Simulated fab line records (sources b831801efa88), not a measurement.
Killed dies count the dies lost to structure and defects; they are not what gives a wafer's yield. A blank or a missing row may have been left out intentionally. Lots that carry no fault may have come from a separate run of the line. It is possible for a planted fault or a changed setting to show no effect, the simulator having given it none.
Which tool was responsible? + flow gf180mcu + 42 wafers from 14 lots sampled at 5 of the route's 602 steps

WHAT THE GAUGES READ, wafer by wafer
The record holds no reading of a measuring or inspecting step that can be judged against a usual standard deviation.

TOOL THAT RAN EACH LOT (tool first, then ch and the chambers of the sampled wafers, then the start)
| lot  | GF_DNWELL_STRIP_08                  | GF_MVPSD_COAT_02                  | GF_MVPSD_STRIP_10                    | GF_VT_IMPLANT_STRIP_42               | GF_VT_IMPLANT_RTA_45             |
|------|-------------------------------------|-----------------------------------|--------------------------------------|--------------------------------------|----------------------------------|
| L469 | plasma asher-02 ch 0,1, day 2 18:12 | litho track-02 ch 0, day 4 17:52  | plasma asher-01 ch 0,1, day 5 01:16  | plasma asher-03 ch 0,1, day 7 12:29  | rtp anneal-02 ch 0, day 7 12:43  |
| L470 | plasma asher-02 ch 0,1, day 2 23:45 | litho track-02 ch 0, day 5 00:13  | plasma asher-03 ch 1, day 5 07:52    | plasma asher-02 ch 0,1, day 7 19:41  | rtp anneal-02 ch 0, day 7 19:55  |
| L471 | plasma asher-02 ch 0,1, day 3 06:05 | litho track-03 ch 0, day 5 08:10  | plasma asher-01 ch 0, day 5 15:53    | plasma asher-04 ch 0,1, day 8 05:20  | rtp anneal-01 ch 0, day 8 05:34  |
| L472 | plasma asher-03 ch 0,1, day 3 09:27 | litho track-03 ch 0, day 5 10:36  | plasma asher-03 ch 0,1, day 5 17:58  | plasma asher-03 ch 0,1, day 8 09:05  | rtp anneal-01 ch 0, day 8 09:18  |
| L473 | plasma asher-02 ch 0,1, day 3 15:17 | litho track-03 ch 0, day 5 17:01  | plasma asher-01 ch 0,1, day 6 01:01  | plasma asher-04 ch 0,1, day 8 16:10  | rtp anneal-02 ch 0, day 8 16:24  |
| L475 | plasma asher-01 ch 0,1, day 4 02:37 | litho track-03 ch 0, day 6 05:36  | plasma asher-01 ch 0,1, day 6 13:19  | plasma asher-03 ch 0,1, day 9 05:58  | rtp anneal-01 ch 0, day 9 06:11  |
| L476 | plasma asher-01 ch 0,1, day 4 08:32 | litho track-02 ch 0, day 6 11:02  | plasma asher-01 ch 0,1, day 6 19:04  | plasma asher-02 ch 0,1, day 9 12:22  | rtp anneal-01 ch 0, day 9 12:34  |
| L478 | plasma asher-02 ch 0,1, day 4 20:44 | litho track-03 ch 0, day 7 00:18  | plasma asher-01 ch 0,1, day 7 08:19  | plasma asher-03 ch 0,1, day 10 02:46 | rtp anneal-01 ch 0, day 10 02:59 |
| L481 | plasma asher-03 ch 0, day 5 13:54   | litho track-04 ch 0, day 7 19:09  | plasma asher-02 ch 0,1, day 8 03:56  | plasma asher-04 ch 0,1, day 11 01:47 | rtp anneal-02 ch 0, day 11 02:00 |
| L484 | plasma asher-01 ch 0,1, day 6 02:26 | litho track-04 ch 0, day 8 10:00  | plasma asher-01 ch 0,1, day 8 18:03  | plasma asher-04 ch 0,1, day 11 20:01 | rtp anneal-01 ch 0, day 11 20:13 |
| L485 | plasma asher-01 ch 0,1, day 6 08:29 | litho track-02 ch 0, day 8 16:02  | plasma asher-01 ch 0,1, day 9 01:29  | plasma asher-04 ch 0,1, day 12 03:14 | rtp anneal-01 ch 0, day 12 03:26 |
| L489 | plasma asher-01 ch 0,1, day 7 07:35 | litho track-02 ch 0, day 9 17:37  | plasma asher-02 ch 0,1, day 10 03:25 | plasma asher-04 ch 0,1, day 13 08:19 | rtp anneal-01 ch 0, day 13 08:32 |
| L491 | plasma asher-02 ch 0,1, day 7 14:21 | litho track-03 ch 0, day 10 02:05 | plasma asher-02 ch 0,1, day 10 11:11 | plasma asher-03 ch 0, day 13 16:41   | rtp anneal-02 ch 0, day 13 16:54 |
| L492 | plasma asher-02 ch 0,1, day 7 20:02 | litho track-03 ch 0, day 10 08:05 | plasma asher-01 ch 0,1, day 10 18:24 | plasma asher-02 ch 0,1, day 14 01:22 | rtp anneal-01 ch 0, day 14 01:35 |
- GF_DNWELL_STRIP_08: strips in O2/N2.
- GF_MVPSD_COAT_02: resist thk 3000 nm.
- GF_MVPSD_STRIP_10: strips in O2/N2.
- GF_VT_IMPLANT_STRIP_42: strips in O2/N2.
- GF_VT_IMPLANT_RTA_45: time 30 s.

AS READ BY THE TOOLS THEMSELVES (means over the sampled wafers that have a number; for cases with no such wafer, the mark the record gives instead)
GF_DNWELL_STRIP_08. Usual: drypump motor current A 5.8 A, standard deviation 0.53; heater power w 355 W, standard deviation 26; oes product au 0.722 a.u., standard deviation 0.0039; strip time to endpoint s 36.94 s, standard deviation 0.081.
| lot  | tool            | drypump motor current A (A) | heater power w (W) | oes product au (a.u.) | strip time to endpoint s (s) | flag |
|------|-----------------|-----------------------------|--------------------|-----------------------|------------------------------|------|
| L469 | plasma asher-02 | 6.4                         | 344                | 0.724                 | 36.95                        |      |
| L470 | plasma asher-02 | 6.4                         | 352                | 0.722                 | 36.82                        |      |
| L471 | plasma asher-02 | 6.4                         | 352                | 0.725                 | 37.05                        |      |
| L472 | plasma asher-03 | 5.6                         | 373                | 0.723                 | 36.95                        |      |
| L473 | plasma asher-02 | 6.0                         | 344                | 0.723                 | 36.94                        |      |
| L475 | plasma asher-01 | 5.6                         | 362                | 0.727                 | 36.88                        |      |
| L476 | plasma asher-01 | 5.6                         | 355                | 0.720                 | 37.04                        |      |
| L478 | plasma asher-02 | 6.0                         | 344                | 0.720                 | 36.89                        |      |
| L481 | plasma asher-03 | 6.2                         | 381                | 0.724                 | 36.96                        |      |
| L484 | plasma asher-01 | 5.6                         | 359                | 0.723                 | 36.97                        |      |
| L485 | plasma asher-01 | 5.5                         | 331                | 0.720                 | 36.95                        |      |
| L489 | plasma asher-01 | 5.4                         | 333                | 0.723                 | 36.97                        |      |
| L491 | plasma asher-02 | 6.0                         | 341                | 0.722                 | 36.99                        |      |
| L492 | plasma asher-02 | 6.4                         | 340                | 0.718                 | 36.93                        |      |

GF_MVPSD_STRIP_10. Usual: drypump motor current A 5.7 A, standard deviation 0.47; heater power w 350 W, standard deviation 30; oes product au 0.722 a.u., standard deviation 0.0046; strip time to endpoint s 36.99 s, standard deviation 0.09.
| lot  | tool            | drypump motor current A (A) | heater power w (W) | oes product au (a.u.) | strip time to endpoint s (s) | flag |
|------|-----------------|-----------------------------|--------------------|-----------------------|------------------------------|------|
| L469 | plasma asher-01 | 5.5                         | 334                | 0.723                 | 37.03                        |      |
| L470 | plasma asher-03 | 5.4                         | 364                | 0.724                 | 37.01                        |      |
| L471 | plasma asher-01 | 5.3                         | 309                | 0.728                 | 36.86                        |      |
| L472 | plasma asher-03 | 5.6                         | 367                | 0.720                 | 36.95                        |      |
| L473 | plasma asher-01 | 5.4                         | 338                | 0.724                 | 36.86                        |      |
| L475 | plasma asher-01 | 5.5                         | 333                | 0.718                 | 18.84                        | OFF  |
| L476 | plasma asher-01 | 5.5                         | 331                | 0.722                 | 37.03                        |      |
| L478 | plasma asher-01 | 5.6                         | 354                | 0.717                 | 18.79                        | OFF  |
| L481 | plasma asher-02 | 6.1                         | 335                | 0.717                 | 36.90                        |      |
| L484 | plasma asher-01 | 5.6                         | 357                | 0.719                 | 37.11                        |      |
| L485 | plasma asher-01 | 5.6                         | 357                | 0.716                 | 36.88                        |      |
| L489 | plasma asher-02 | 6.1                         | 339                | 0.725                 | 37.01                        |      |
| L491 | plasma asher-02 | 6.0                         | 339                | 0.727                 | 37.14                        |      |
| L492 | plasma asher-01 | 5.4                         | 335                | 0.722                 | 36.99                        |      |

GF_VT_IMPLANT_STRIP_42. Usual: drypump motor current A 5.8 A, standard deviation 0.46; heater power w 379 W, standard deviation 30; oes product au 0.716 a.u., standard deviation 0.0049; strip time to endpoint s 12.62 s, standard deviation 0.036.
| lot  | tool            | drypump motor current A (A) | heater power w (W) | oes product au (a.u.) | strip time to endpoint s (s) | flag |
|------|-----------------|-----------------------------|--------------------|-----------------------|------------------------------|------|
| L469 | plasma asher-03 | 5.9                         | 375                | 0.716                 | 12.65                        |      |
| L470 | plasma asher-02 | 6.0                         | 332                | 0.715                 | 12.61                        |      |
| L471 | plasma asher-04 | 5.6                         | 410                | 0.718                 | 12.62                        |      |
| L472 | plasma asher-03 | 6.0                         | 375                | 0.718                 | 12.65                        |      |
| L473 | plasma asher-04 | 5.7                         | 404                | 0.717                 | 12.67                        |      |
| L475 | plasma asher-03 | 5.6                         | 371                | 0.715                 | 12.63                        |      |
| L476 | plasma asher-02 | 6.4                         | 336                | 0.718                 | 12.63                        |      |
| L478 | plasma asher-03 | 5.9                         | 373                | 0.713                 | 12.65                        |      |
| L481 | plasma asher-04 | 5.6                         | 408                | 0.724                 | 12.57                        |      |
| L484 | plasma asher-04 | 5.6                         | 403                | 0.714                 | 12.60                        |      |
| L485 | plasma asher-04 | 5.6                         | 414                | 0.714                 | 12.61                        |      |
| L489 | plasma asher-04 | 5.6                         | 396                | 0.713                 | 12.56                        |      |
| L491 | plasma asher-03 | 6.2                         | 376                | 0.711                 | 12.58                        |      |
| L492 | plasma asher-02 | 6.4                         | 329                | 0.713                 | 12.64                        |      |

GF_VT_IMPLANT_RTA_45. Usual: lamp power pct 31.4 %, standard deviation 2.2; wafer_temp_C_max 1056.6, standard deviation 1.7.
| lot  | tool          | lamp power pct (%) | wafer_temp_C_max | flag |
|------|---------------|--------------------|------------------|------|
| L469 | rtp anneal-02 | 29.0               | 1058.2           |      |
| L470 | rtp anneal-02 | 29.0               | 1059.0           |      |
| L471 | rtp anneal-01 | 33.4               | 1054.9           |      |
| L472 | rtp anneal-01 | 33.4               | 1055.3           |      |
| L473 | rtp anneal-02 | 29.0               | 1057.6           |      |
| L475 | rtp anneal-01 | 33.4               | 1056.3           |      |
| L476 | rtp anneal-01 | 33.4               | 1055.1           |      |
| L478 | rtp anneal-01 | 33.4               | 1055.7           |      |
| L481 | rtp anneal-02 | 29.0               | 1057.5           |      |
| L484 | rtp anneal-01 | 33.4               | 1055.0           |      |
| L485 | rtp anneal-01 | 33.4               | 1054.9           |      |
| L489 | rtp anneal-01 | 33.4               | 1054.9           |      |
| L491 | rtp anneal-02 | 29.0               | 1058.2           |      |
| L492 | rtp anneal-01 | 33.4               | 1055.9           |      |

THE ANSWER, worked out from the rows above alone
Rule: a lot counts as off when the mean over its wafers that have a number is more than 3 standard deviations away from the usual mean. Also off: a lot with no number at a reading for which 4 or more lots have one. Where the step has rows for the other lots, those lots are counted as sound. First the gauges in route order, then the tools' own readings, where a lot's mean is used as printed above. The first step at which some lot is off is used, and at that step the reading that is off furthest; a lot without a number counts as furthest.
Off at GF_MVPSD_STRIP_10 (strip time to endpoint s): L475, L478.
If a tool, at that step or one of the process steps before it, ran each lot that is off and ran no sound lot following the first of them, it fits. Of those tried, none fits.

WHAT THE SIMULATOR HAD PUT IN
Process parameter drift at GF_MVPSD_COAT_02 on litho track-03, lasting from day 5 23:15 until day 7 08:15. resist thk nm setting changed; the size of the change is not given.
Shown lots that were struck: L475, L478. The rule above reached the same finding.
